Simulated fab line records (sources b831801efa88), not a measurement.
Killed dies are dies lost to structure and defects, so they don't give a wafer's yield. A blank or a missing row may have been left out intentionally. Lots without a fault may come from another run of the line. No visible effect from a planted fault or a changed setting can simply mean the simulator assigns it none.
A struck lot beside a sound one ; flow sky130 ; 26 steps out of a route of 708
Sound: the wafers L209.1, L209.5, L209.6. The struck wafers were L205.2, L205.5, L205.6. Last of all comes the cause.
Order at every step that has rows: each side's tool, ch and its chambers, its first start. Under that, the readings that differ: sound wafers ; struck wafers ; difference of the means ; sigmas: that difference in standard deviations of wafers without a fault.
alike: readings whose means differ by less than 2 such deviations, and words and numbers that are the same on both sides. not compared: withheld readings, readings that some wafer has no value for, bounds like >300 that may hide the same value, and numbers for which the record gives no deviation and whose values overlap.
A row with sigmas, a row that says differs or no value, or rows on one side alone: a step with any of these is where the two part. Numbers that have no deviation but don't overlap get no sigmas and don't part them. Lack of a reading on every wafer of one side parts them only where that side has two or more wafers.

SKY_VIA2_SPUTTER_20: material TiN, target thk 20 nm, time 80 s.
  sound on pvd sputter-03, day 41 08:17; struck on pvd sputter-03, day 39 19:02
  alike: cathode dc power W, chamber pressure pa, throttle valve pct
SKY_VIA2_CVD_21: deposits W, target thk 420 nm, time 126.4 s.
  sound on cvd w-02 ch 0,1, day 41 08:20; struck on cvd w-02 ch 0,1, day 39 19:05
  alike: chamber pressure Torr, heater power w
SKY_VIA2_RS_MEAS_22: measurement is done with a four-point probe.
  sound on film metro-04, day 41 08:28; struck on film metro-04, day 39 19:14
  alike: VIA2_W_RS
SKY_VIA2_THK_MEAS_23: measures by xrf.
  sound on film metro-04, day 41 08:35; struck on film metro-04, day 39 19:21
  alike: VIA2_W_THK
SKY_VIA2_CMP_24: polishes, stops on SiO2, t overpolish 20 s, target thk 0 nm.
  sound on cmp-01 ch 1,2,3, day 41 08:45; struck on cmp-02 ch 0,1,3, day 39 19:30
  alike: head pressure psi, motor current A, overpolish run s, time to endpoint s
then, 2 steps without rows for these wafers: SKY_METAL3_SPUTTER_00 (material Ti, target thk 15 nm, time 10 s); SKY_METAL3_SPUTTER_01 (material TiN, target thk 20 nm, time 16.7 s).
SKY_METAL3_SPUTTER_02: material AlCu, target thk 735 nm, time 39.1 s.
  sound on pvd sputter-02, day 41 09:00; struck on pvd sputter-03, day 39 19:45
reading;sound;struck;difference;sigmas
throttle valve pct (%);28.6 28.2 27.6;30.5 30.4 30.4;+2.3;+2
  alike: cathode dc power W, chamber pressure pa
then, 3 steps without rows for these wafers: SKY_METAL3_SPUTTER_03 (material Ti, target thk 5 nm, time 3.3 s); SKY_METAL3_SPUTTER_04 (material TiN, target thk 70 nm, time 58.3 s); SKY_CAPM_CVD_00 (deposits SiO2, target thk 15.5 nm).
SKY_CAPM_THK_MEAS_01:
  sound on film metro-04, day 41 09:08; struck on film metro-02, day 39 19:53
  alike: CAPM_CVD_00_THK
SKY_CAPM_SPUTTER_02: material TiN, target thk 200 nm, time 166.7 s.
  sound on pvd sputter-04, day 41 09:11; struck on pvd sputter-04, day 39 19:56
  no value came back on the struck wafers for cathode dc power W (W), chamber pressure pa (Pa), throttle valve pct (%); on the sound wafers cathode dc power W (W) reads 6500.1 6500.0 6501.0
SKY_CAPM_RS_MEAS_03: measurement is done with a four-point probe.
  sound on film metro-03, day 41 09:18; struck on film metro-03, day 39 20:04
reading;sound;struck;difference;sigmas
CAPM_TIN_RS (ohm/sq);6.85 6.85 6.92;- - -;no value on the struck wafers;
SKY_CAPM_THK_MEAS_04: measures by xrf.
  sound on film metro-03, day 41 09:25; struck on film metro-03, day 39 20:10
reading;sound;struck;difference;sigmas
CAPM_TIN_THK (nm);201.2 201.0 199.2;<0.0 <0.0 <0.0;differs;
then, 7 steps without rows for these wafers: SKY_CAPM_DEHYDRATE_05 (time 60 s); SKY_CAPM_HMDS_06 (prime time 60 s); SKY_CAPM_COAT_07 (resist thk 1140 nm); SKY_CAPM_SOFTBAKE_08 (time 60 s); SKY_CAPM_EXPOSE_09 (exposes mask CAPM, target cd 1000 nm); SKY_CAPM_PEB_10; SKY_CAPM_DEVELOP_11 (develop time 60 s).
SKY_CAPM_OVL_MEAS_12:
  sound on overlay-02, day 42 08:43; struck on overlay-01, day 40 20:55
  alike: CAPM_OVL
SKY_CAPM_METAL_ETCH_13: etches TiN in Cl2/BCl3, stops on SiO2, target depth 220 nm, time 62.9 s.
  sound on rie metal-04 ch 0,1, day 42 08:44; struck on rie metal-03 ch 0,1, day 40 20:56
reading;sound;struck;difference;sigmas
oes product au (a.u.);0.943 0.950 0.939;0.377 0.373 0.368;-0.571;-82
throttle valve pct (%);21.915 21.901 21.892;22.260 22.256 22.261;+0.356;+40
  alike: drypump motor current A, he backside leak sccm, rf fwd power W
  not compared: rf hours counter h
SKY_CAPM_STRIP_14: strips in O2/N2.
  sound on plasma asher-02 ch 0,1, day 42 08:49; struck on plasma asher-01 ch 0,1, day 40 21:01
  alike: drypump motor current A, o2 flow sccm, oes product au, strip time to endpoint s
  not compared: rf hours counter h
-- the record jumps here: 8 days lie between the struck wafers' starts before and after (it left off in module CAPM and takes up again in module PAD_OPEN, whose first step shown is number 708 of the route) --
SKY_PAD_OPEN_PROBE_99:
  sound on prober-01, day 49 17:25; struck on prober-01, day 48 15:39
reading;sound;struck;difference;sigmas
defect limited yield (%);82.1 83.3 85.6;0 0 0;-84;-44
killed_at_M0_to_M3;47 46 42;6 7 8;-38;-5
killed at contacts;22 17 14;4 5 8;-12;-2
killed at front end;18 15 14;3 1 3;-13;-3
killed at other;0 1 0;479 477 472;+476;+99 or more
killed dies;88 82 71;492 492 492;+412;+44
killed on rim;22 16 14;96 96 96;+79;+20
killed open;54 47 34;8 9 11;-36;-5
killed short;34 35 37;5 6 9;-29;-4
sort_bin_3_pad_short (%);0.8 1.2 0.2;24.8 22.2 23.8;+22.9;+57
sort_bin_5_function (%);10.6 10.8 8.7;73.8 74.8 74.2;+64.2;+40
sort_bin_6_memory (%);6.5 4.7 5.5;1.4 3.0 2.0;-3.4;-3
sort n pass;404 410 421;0 0 0;-412;-44
sort yield pct (%);82.1 83.3 85.6;0 0 0;-84;-44
  alike: killed_at_M4_up

== WHERE THEY PART ==
Earliest at SKY_METAL3_SPUTTER_02; latest, in this record, at SKY_PAD_OPEN_PROBE_99.

WHY: the cause the simulator had injected
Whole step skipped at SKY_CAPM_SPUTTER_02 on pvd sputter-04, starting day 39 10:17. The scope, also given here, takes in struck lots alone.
